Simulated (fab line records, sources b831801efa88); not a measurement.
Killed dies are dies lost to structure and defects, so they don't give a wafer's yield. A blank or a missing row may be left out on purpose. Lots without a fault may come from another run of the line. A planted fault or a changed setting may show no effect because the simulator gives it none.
fab line records | flow sky130
record lots=7 wafers=21 last_day=50
route steps=708 shown LDD_HVP@285 LDD_LDN@289 PAD_OPEN@708
lots that met no fault: from a run of the same line without faults
start_h: hours from the record's first day to the start of the lot's first wafer shown | wait_h: hours since the lot's step before | " the same as in the row above | L1.1+2: a row that stands for several wafers | - no value, or no start given | * or withheld: withheld | < > ~ a bound
route shown NAME@n: a module of which the file shows steps, and the number in the route of the first | usual: mean/standard deviation of fault-free wafers | same: alike in all rows | chamber/n: place in a boat | sites: the reading at each site | _std_site: their standard deviation | _edge_site: outer sites' mean less inner sites' | radius_mm: how far each site lies from the wafer's centre | mask NAME#n: copy n | behind: the tool/chamber that last shaped the wafer | hold: why the lot was held/for how many hours/how that ended | device: the transistor (n, p or np) that didn't switch | end of line: the same wafers' tests at the end of the route | a step without rows: its recipe alone | killed: dies lost to structure and defects at the first sort, not the wafer's yield | map: a wafer's dies, x killed, . not, _ none there
set.NAME: the setting as run; set.NAME@STEP: as run at that earlier step | model.NAME: the simulator's own value behind a step, which no gauge read
lots at some steps of the route; a table a step, a row a wafer
services: from which hour (start_h, from the record's first day; less than 0 if before it) a tool's chamber was out of use, for how many hours, and why
## steps
# step SKY_LDD_HVP_OVL_MEAS_07
# usual LDD_HVP_OVL=0.8/1.4
# columns lot.wafer tool chamber start_h wait_h LDD_HVP_OVL[nm]
L226.1 overlay-02 - 530.38 0.1 0.8
L226.3 " - " " 2.5
L226.6 " - " " 0.1
L227.3 overlay-02 - 532.65 0.1 1.4
L227.4 " - " " 0.5
L227.5 " - " " 1.2
L229.1 overlay-02 - 559.48 0.1 -0.6
L229.3 " - " " -0.9
L229.6 " - " " -1.1
L238.1 overlay-01 - 605.93 0.1 -1.5
L238.4 " - " " 0.1
L238.5 " - " " 0.3
L240.2 overlay-02 - 632.98 0.1 -0.9
L240.3 " - " " -0.4
L240.4 " - " " 0.1
L245.2 overlay-01 - 669.43 0.1 0.1
L245.3 " - " " -1.4
L245.6 " - " " -0.7
L246.2 overlay-01 - 671.94 0.1 0.2
L246.3 " - " " 0.0
L246.4 " - " " 0.8
# step SKY_LDD_HVP_IMPLANT_08
# recipe species=B energy_kev=20 dose_cm2=1.7e+13 tilt_deg=17.9
# step SKY_LDD_HVP_STRIP_09
# recipe chemistry=O2/N2 power_w=1400 pressure_mtorr=1500 platen_temp_c=withheld o2_flow_sccm=3000 n2_flow_sccm=300 overash_fraction=0.5
# usual chamber_pressure_mTorr=1499.8/1.5 drypump_motor_current_A=5.5/0.52 oes_product_au=0.409/0.0045 strip_time_to_endpoint_s=4.138/0.017
# columns lot.wafer tool chamber start_h wait_h chamber_pressure_mTorr drypump_motor_current_A oes_product_au rf_hours_counter_h strip_time_to_endpoint_s
L226.1 plasma_asher-02 1 530.56 0.1 1499.6 4.7 0.412 68 4.133
L226.3 " 0 " " 1498.9 5.5 0.402 - 4.142
L226.6 " 0 " " 1502.1 5.5 0.407 - 4.127
L227.3 plasma_asher-02 1 532.85 0.1 1497.6 4.7 0.406 - 4.115
L227.4 " 0 " " 1500.7 5.5 0.407 - 4.129
L227.5 " 0 " " 1498.9 5.5 0.404 - 4.121
L229.1 plasma_asher-01 0 559.66 0.1 1499.8 6.3 0.403 87 4.143
L229.3 " 0 " " 1498.4 6.3 0.400 - 4.154
L229.6 " 0 " " 1500.5 6.3 0.410 - 4.149
L238.1 plasma_asher-02 1 606.12 0.1 1499.8 4.7 0.413 76 4.161
L238.4 " 0 " " 1501.8 5.4 0.401 - 4.155
L238.5 " 0 " " 1498.3 5.4 0.403 - 4.141
L240.2 plasma_asher-04 0 633.16 0.1 1498.4 5.4 0.412 20 4.117
L240.3 " 1 " " 1501.3 5.8 0.413 - 4.109
L240.4 " 0 " " 1501.7 5.4 0.410 - 4.135
L245.2 plasma_asher-01 0 669.61 0.1 1497.2 6.3 0.415 97 4.132
L245.3 " 0 " " 1500.9 6.3 0.411 - 4.126
L245.6 " 1 " " 1498.5 6.1 0.411 - 4.138
L246.2 plasma_asher-04 0 672.12 0.1 1498.9 5.4 0.412 24 4.147
L246.3 " 0 " " 1499.0 5.4 0.408 - 4.149
L246.4 " 1 " " 1502.4 5.8 0.400 - 4.142
# step SKY_LDD_HVP_TW_MEAS_10
# usual LDD_HVP_TW=453/5.7
# columns lot.wafer tool chamber start_h wait_h LDD_HVP_TW
L226.1 film_metro-02 - 530.66 0.1 451
L226.3 " - " " 449
L226.6 " - " " 450
L227.3 film_metro-02 - 532.94 0.1 451
L227.4 " - " " 450
L227.5 " - " " 448
L229.1 film_metro-01 - 559.76 0.1 452
L229.3 " - " " 448
L229.6 " - " " 450
L238.1 film_metro-02 - 606.22 0.1 450
L238.4 " - " " 450
L238.5 " - " " 447
L240.2 film_metro-04 - 633.27 0.1 460
L240.3 " - " " 461
L240.4 " - " " 461
L245.2 film_metro-04 - 669.72 0.1 462
L245.3 " - " " 467
L245.6 " - " " 465
L246.2 film_metro-02 - 672.23 0.1 458
L246.3 " - " " 457
L246.4 " - " " 457
# step SKY_LDD_LDN_DEHYDRATE_00
# recipe temp_c=200 time_s=60
# step SKY_LDD_LDN_HMDS_01
# recipe prime_time_s=60 prime_temp_c=120.4
# step SKY_LDD_LDN_COAT_02
# recipe resist=NOVOLAK spin_rpm=3000 resist_thk_nm=1140
# step SKY_LDD_LDN_SOFTBAKE_03
# recipe temp_c=90 time_s=60 resist=NOVOLAK
# step SKY_LDD_LDN_EXPOSE_04
# recipe mask_id=LDNTM na=0.6 source_shape=conventional sigma_outer=0.6 polarization=unpolarized target_cd_nm=700 dose_mj=140
# step SKY_LDD_LDN_PEB_05
# recipe temp_c=withheld time_s=* resist=NOVOLAK
# step SKY_LDD_LDN_DEVELOP_06
# recipe resist=NOVOLAK developer=TMAH develop_time_s=60 dev_temp_c=23
# step SKY_LDD_LDN_OVL_MEAS_07
# usual LDD_LDN_OVL=0.1/1.3
# columns lot.wafer tool chamber start_h wait_h LDD_LDN_OVL[nm]
L226.1 overlay-01 - 560.78 0.1 0.8
L226.3 " - " " 0.7
L226.6 " - " " -0.5
L227.3 overlay-01 - 562.88 0.1 0.9
L227.4 " - " " -0.8
L227.5 " - " " -1.3
L229.1 overlay-02 - 589.17 0.1 -2.3
L229.3 " - " " -1.4
L229.6 " - " " -1.2
L238.1 overlay-02 - 634.88 0.1 -0.5
L238.4 " - " " 1.3
L238.5 " - " " -0.8
L240.2 overlay-02 - 660.84 0.1 1.2
L240.3 " - " " -0.2
L240.4 " - " " -0.1
L245.2 overlay-01 - 697.93 0.1 0.2
L245.3 " - " " 1.6
L245.6 " - " " 0.6
L246.2 overlay-01 - 700.77 0.1 -0.5
L246.3 " - " " -1.2
L246.4 " - " " 1.1
# step SKY_LDD_LDN_IMPLANT_08
# recipe species=As energy_kev=15 dose_cm2=1.25e+13 tilt_deg=withheld rotation_deg=23
# columns lot.wafer tool chamber start_h wait_h
L226.1+3+6 implanter-02 0 560.82 0.0
L226.1+3+6 implanter-02 0 561.14 0.3
L227.3+4+5 implanter-04 0 562.95 0.1
L227.3+4+5 implanter-04 0 563.27 0.3
L229.1+3+6 implanter-03 0 589.20 0.0
L229.1+3+6 implanter-03 0 589.52 0.3
L238.1+4+5 implanter-04 0 634.91 0.0
L240.2+3+4 implanter-03 0 660.89 0.0
L245.2+3+6 implanter-04 0 697.99 0.0
L246.2+3+4 implanter-04 0 700.83 0.0
# step SKY_LDD_LDN_IMPLANT_09
# recipe species=As energy_kev=15 dose_cm2=1.25e+13 tilt_deg=withheld rotation_deg=113
# step SKY_LDD_LDN_IMPLANT_10
# recipe species=As energy_kev=15 dose_cm2=1.25e+13 tilt_deg=withheld rotation_deg=203
# step SKY_LDD_LDN_IMPLANT_11
# recipe species=As energy_kev=15 dose_cm2=1.25e+13 tilt_deg=withheld rotation_deg=293
# step SKY_LDD_LDN_STRIP_12
# recipe chemistry=O2/N2 power_w=1400 pressure_mtorr=1500 platen_temp_c=withheld o2_flow_sccm=3000 n2_flow_sccm=300 overash_fraction=0.5
# usual chamber_pressure_mTorr=1499.8/1.4 drypump_motor_current_A=5.7/0.54 oes_product_au=0.715/0.0043 strip_time_to_endpoint_s=14.20/0.041
# columns lot.wafer tool chamber start_h wait_h chamber_pressure_mTorr drypump_motor_current_A oes_product_au rf_hours_counter_h strip_time_to_endpoint_s
L226.1 plasma_asher-03 0 561.74 0.1 1497.3 6.2 0.719 45 14.21
L226.3 " 1 " " 1498.8 5.4 0.718 - 14.17
L226.6 " 1 " " 1498.9 5.3 0.709 - 14.19
L227.3 plasma_asher-02 1 563.85 0.1 1498.5 4.7 0.718 - 14.16
L227.4 " 0 " " 1500.6 5.4 0.716 - 14.14
L227.5 " 1 " " 1501.7 4.8 0.710 - 14.20
L229.1 plasma_asher-03 1 590.12 0.1 1497.8 5.3 0.709 48 14.25
L229.3 " 0 " " 1499.7 6.2 0.715 - 14.23
L229.6 " 0 " " 1500.6 6.2 0.716 - 14.28
L238.1 plasma_asher-03 1 635.51 0.1 1499.6 5.4 0.718 53 14.22
L238.4 " 0 " " 1501.5 6.2 0.713 - 14.22
L238.5 " 0 " " 1501.4 6.2 0.709 - 14.20
L240.2 plasma_asher-01 1 661.47 0.1 1499.1 6.1 0.713 96 14.21
L240.3 " 0 " " 1503.0 6.3 0.714 - 14.21
L240.4 " 1 " " 1498.7 6.1 0.713 - 14.18
L245.2 plasma_asher-03 1 698.56 0.1 1502.5 5.3 0.713 59 14.19
L245.3 " 0 " " 1498.2 6.2 0.712 - 14.19
L245.6 " 1 " " 1497.7 5.3 0.716 - 14.19
L246.2 plasma_asher-01 0 701.40 0.1 1499.5 6.3 0.715 100 14.21
L246.3 " 0 " " 1500.7 6.3 0.717 - 14.26
L246.4 " 1 " " 1497.5 6.1 0.723 - 14.19
# step SKY_LDD_LDN_TW_MEAS_13
# usual LDD_LDN_TW=1478/17
# columns lot.wafer tool chamber start_h wait_h LDD_LDN_TW
L226.1 film_metro-03 - 561.84 0.1 1588
L226.3 " - " " 1587
L226.6 " - " " 1582
L227.3 film_metro-03 - 563.94 0.1 1584
L227.4 " - " " 1580
L227.5 " - " " 1583
L229.1 film_metro-03 - 590.22 0.1 1604
L229.3 " - " " 1602
L229.6 " - " " 1604
L238.1 film_metro-01 - 635.61 0.1 1467
L238.4 " - " " 1458
L238.5 " - " " 1457
L240.2 film_metro-02 - 661.58 0.1 1463
L240.3 " - " " 1465
L240.4 " - " " 1464
L245.2 film_metro-03 - 698.67 0.1 1491
L245.3 " - " " 1485
L245.6 " - " " 1491
L246.2 film_metro-01 - 701.51 0.1 1461
L246.3 " - " " 1458
L246.4 " - " " 1469
# step SKY_LDD_LDN_CLEAN_14
# recipe chemistry=SC1/SC2 mix=1:4:20 temp_c=70 time_s=150 dry=n2_spin
# step SKY_PAD_OPEN_PROBE_99
# usual killed_at_M0_to_M3=42/7.2 killed_at_M4_up=3.2/1.8 killed_at_contacts=24/5.4 killed_at_front_end=15/4 killed_at_other=0.3/0.59 killed_dies=84/9 killed_open=46/7.1 killed_short=38/6
# same gross_dies=492 killed_at_back_side=0
# columns lot.wafer tool chamber start_h wait_h killed_at_M0_to_M3 killed_at_M4_up killed_at_contacts killed_at_front_end killed_at_other killed_dies killed_open killed_short model.etest.tip_sonos.rs_ohm_sq
L226.1 prober-01 - 1109.30 0.1 34 5 23 12 0 74 36 38 2378
L226.3 prober-01 - 1109.40 0.2 26 4 21 8 0 59 30 29 2388
L226.6 prober-01 - 1109.55 0.2 35 5 20 17 0 77 37 40 2370
L229.1 prober-01 - 1126.78 0.1 44 2 24 18 1 89 46 42 2349
L229.3 prober-01 - 1126.88 0.2 40 2 31 20 1 94 49 45 2377
L229.6 prober-01 - 1127.03 0.2 52 2 18 10 0 82 43 39 2327
L238.1 prober-01 - 1154.78 0.1 34 7 28 15 0 84 41 42 2631
L238.4 prober-01 - 1154.93 0.2 45 3 23 15 0 86 48 37 2588
L238.5 prober-01 - 1154.98 0.2 52 4 15 8 0 79 46 33 2622
L240.2 prober-02 - 1171.18 0.1 39 2 21 14 1 77 37 38 2776
L240.3 prober-02 - 1171.23 0.2 32 3 25 14 0 74 39 34 2777
L240.4 prober-02 - 1171.28 0.2 47 4 18 13 0 82 42 40 2735
L245.2 prober-01 - 1185.77 0.1 50 1 18 15 0 84 46 38 2710
L245.3 prober-01 - 1185.82 0.2 42 1 25 19 2 89 54 35 2645
L245.6 prober-01 - 1185.97 0.2 43 4 20 19 0 86 46 40 2687
L246.2 prober-02 - 1188.89 0.1 44 4 18 19 0 85 47 38 2547
L246.3 prober-02 - 1188.94 0.2 45 5 19 18 0 87 51 36 2572
L246.4 prober-02 - 1188.99 0.2 34 4 22 14 2 76 40 36 2558
# killed by level:class
L226.1 LOCAL_INTERCONNECT:geometric_particle:short=9 CONTACT:geometric_particle:open=8 VIA1:geometric_particle:short=7 VIA1:geometric_particle:open=7 FIELD_ISO:geometric_particle:short=5 VIA2:geometric_particle:open=5 VIA3:geometric_particle:open=4 FIELD_ISO:geometric_particle:open=3
L226.3 CONTACT:geometric_particle:open=8 LOCAL_INTERCONNECT:geometric_particle:short=5 VIA1:geometric_particle:short=5 LI_CONTACT:geometric_particle:open=4 CONTACT:geometric_particle:short=4 VIA1:geometric_particle:open=4 METAL1:geometric_particle:short=3 VIA2:geometric_particle:open=3
L226.6 CONTACT:geometric_particle:open=6 LI_CONTACT:geometric_particle:open=5 LOCAL_INTERCONNECT:geometric_particle:short=5 METAL1:geometric_particle:short=5 VIA1:geometric_particle:open=5 VIA1:geometric_particle:short=5 POLY_GATE:geometric_particle:short=4 VIA3:geometric_particle:open=4
L229.1 CONTACT:geometric_particle:open=10 FIELD_ISO:geometric_particle:open=6 VIA1:geometric_particle:open=6 VIA3:geometric_particle:open=6 FIELD_ISO:geometric_particle:short=5 METAL1:geometric_particle:short=5 VIA1:geometric_particle:short=5 METAL3:geometric_particle:short=5
L229.3 CONTACT:geometric_particle:open=12 VIA3:geometric_particle:open=9 FIELD_ISO:geometric_particle:short=7 VIA1:geometric_particle:open=7 CONTACT:geometric_particle:short=6 VIA1:geometric_particle:short=6 LI_CONTACT:geometric_particle:short=5 LI_CONTACT:geometric_particle:open=5
L229.6 VIA1:geometric_particle:short=13 VIA1:geometric_particle:open=12 VIA3:geometric_particle:open=7 CONTACT:geometric_particle:open=6 FIELD_ISO:geometric_particle:open=5 LI_CONTACT:geometric_particle:open=5 CONTACT:geometric_particle:short=4 METAL1:geometric_particle:short=4
L238.1 CONTACT:geometric_particle:open=11 VIA1:geometric_particle:open=9 CONTACT:geometric_particle:short=6 METAL4:geometric_particle:short=6 LI_CONTACT:geometric_particle:short=5 POLY_GATE:geometric_particle:short=4 POLY_GATE:geometric_particle:open=4 VIA1:geometric_particle:short=4
L238.4 VIA1:geometric_particle:open=15 VIA2:geometric_particle:open=8 CONTACT:geometric_particle:open=6 VIA3:geometric_particle:open=6 LOCAL_INTERCONNECT:geometric_particle:short=5 LI_CONTACT:geometric_particle:open=4 CONTACT:geometric_particle:short=4 METAL1:geometric_particle:short=4
L238.5 VIA1:geometric_particle:open=15 LI_CONTACT:geometric_particle:open=7 METAL3:geometric_particle:short=6 VIA3:geometric_particle:open=6 CONTACT:geometric_particle:open=5 METAL2:geometric_particle:short=5 VIA2:geometric_particle:open=5 POLY_GATE:geometric_particle:short=4
L240.2 VIA1:geometric_particle:open=8 CONTACT:geometric_particle:open=8 METAL2:geometric_particle:short=8 CONTACT:geometric_particle:short=6 METAL1:geometric_particle:short=6 VIA2:geometric_particle:open=6 VIA3:geometric_particle:open=5 FIELD_ISO:geometric_particle:short=4
L240.3 CONTACT:geometric_particle:open=10 VIA3:geometric_particle:open=8 LI_CONTACT:geometric_particle:open=7 VIA1:geometric_particle:open=7 FIELD_ISO:geometric_particle:short=5 VIA2:geometric_particle:short=5 METAL2:geometric_particle:short=5 FIELD_ISO:geometric_particle:open=4
L240.4 VIA1:geometric_particle:open=13 LI_CONTACT:geometric_particle:open=6 METAL2:geometric_particle:short=5 VIA3:geometric_particle:open=5 METAL1:geometric_particle:short=5 METAL3:geometric_particle:short=5 VIA2:geometric_particle:open=4 CONTACT:geometric_particle:open=4
L245.2 VIA1:geometric_particle:open=17 VIA1:geometric_particle:short=9 VIA2:geometric_particle:open=8 LI_CONTACT:geometric_particle:open=7 FIELD_ISO:geometric_particle:short=4 POLY_GATE:geometric_particle:short=4 CONTACT:geometric_particle:open=4 VIA2:geometric_particle:short=4
L245.3 CONTACT:geometric_particle:open=13 VIA1:geometric_particle:open=11 POLY_GATE:geometric_particle:open=7 LI_CONTACT:geometric_particle:open=6 VIA3:geometric_particle:open=6 METAL2:geometric_particle:short=5 METAL1:geometric_particle:short=4 POLY_GATE:geometric_particle:short=3
L245.6 VIA1:geometric_particle:open=9 VIA3:geometric_particle:open=7 CONTACT:geometric_particle:open=6 FIELD_ISO:geometric_particle:open=5 POLY_GATE:geometric_particle:short=5 LOCAL_INTERCONNECT:geometric_particle:short=5 VIA1:geometric_particle:short=5 VIA2:geometric_particle:open=5
L246.2 VIA1:geometric_particle:open=12 LOCAL_INTERCONNECT:geometric_particle:short=8 FIELD_ISO:geometric_particle:open=7 METAL2:geometric_particle:short=7 VIA3:geometric_particle:open=7 FIELD_ISO:geometric_particle:short=5 METAL1:geometric_particle:short=5 POLY_GATE:geometric_particle:open=4
L246.3 VIA3:geometric_particle:open=9 VIA1:geometric_particle:open=9 CONTACT:geometric_particle:open=8 VIA2:geometric_particle:open=6 FIELD_ISO:geometric_particle:short=4 FIELD_ISO:geometric_particle:open=4 METAL1:geometric_particle:short=4 LI_CONTACT:geometric_particle:open=4
L246.4 LI_CONTACT:geometric_particle:open=12 CONTACT:geometric_particle:open=7 METAL2:geometric_particle:short=6 METAL1:geometric_particle:short=5 VIA1:geometric_particle:open=5 METAL3:geometric_particle:short=5 VIA3:geometric_particle:open=4 POLY_GATE:geometric_particle:short=3
## services
# columns tool chamber start_h hours kind
implanter-04 - 519.94 2.8 repair
implanter-02 - 546.93 1.2 repair
implanter-03 - 592.37 4.9 repair
implanter-04 - 601.94 0.8 repair
plasma_asher-01 - 615.56 0.8 repair
implanter-04 - 618.27 2.7 repair
plasma_asher-01 - 622.96 10.0 pm
implanter-02 - 625.54 16.6 pm
plasma_asher-01 - 653.28 2.2 repair
implanter-04 - 666.95 3.5 pm
implanter-03 - 667.92 32.1 pm
plasma_asher-01 - 671.20 1.5 repair
plasma_asher-03 - 671.43 0.4 repair
implanter-02 - 676.88 53.7 repair
implanter-02 - 699.35 1.4 repair
implanter-03 - 700.01 4.9 pm
## key
first_sign step=SKY_LDD_LDN_IMPLANT_08 reading=visit direction=added
effect step=SKY_LDD_LDN_TW_MEAS_13 reading=LDD_LDN_TW direction=up sigmas=6.8 usual=1478 struck=1590
model_effect step=SKY_PAD_OPEN_PROBE_99 value=etest.tip_sonos.rs_ohm_sq without=2689 struck=2365
met_at SKY_LDD_LDN_IMPLANT_08
struck_wafers L226.1,L226.3,L226.6,L227.3,L227.4,L227.5,L229.1,L229.3,L229.6
rows_end L227.3,L227.4,L227.5
tester_left_out L226,L229
fault kind=repeated_step_whole tool=implanter-02,implanter-03,implanter-04 chamber=- onset_h=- steps=SKY_LDD_LDN_IMPLANT_08 times=1 scope=struck_lots_only
# tester_left_out: of these lots the tester's yield and bins aren't shown, on N5 and GAA mostly nor the transistor test; their killed dies are dies lost to structure and defects alone, not to doping, threshold or leakage, so they don't give the yield
# rows_end: these wafers met a further fault down the route, and their rows from its step on are left out
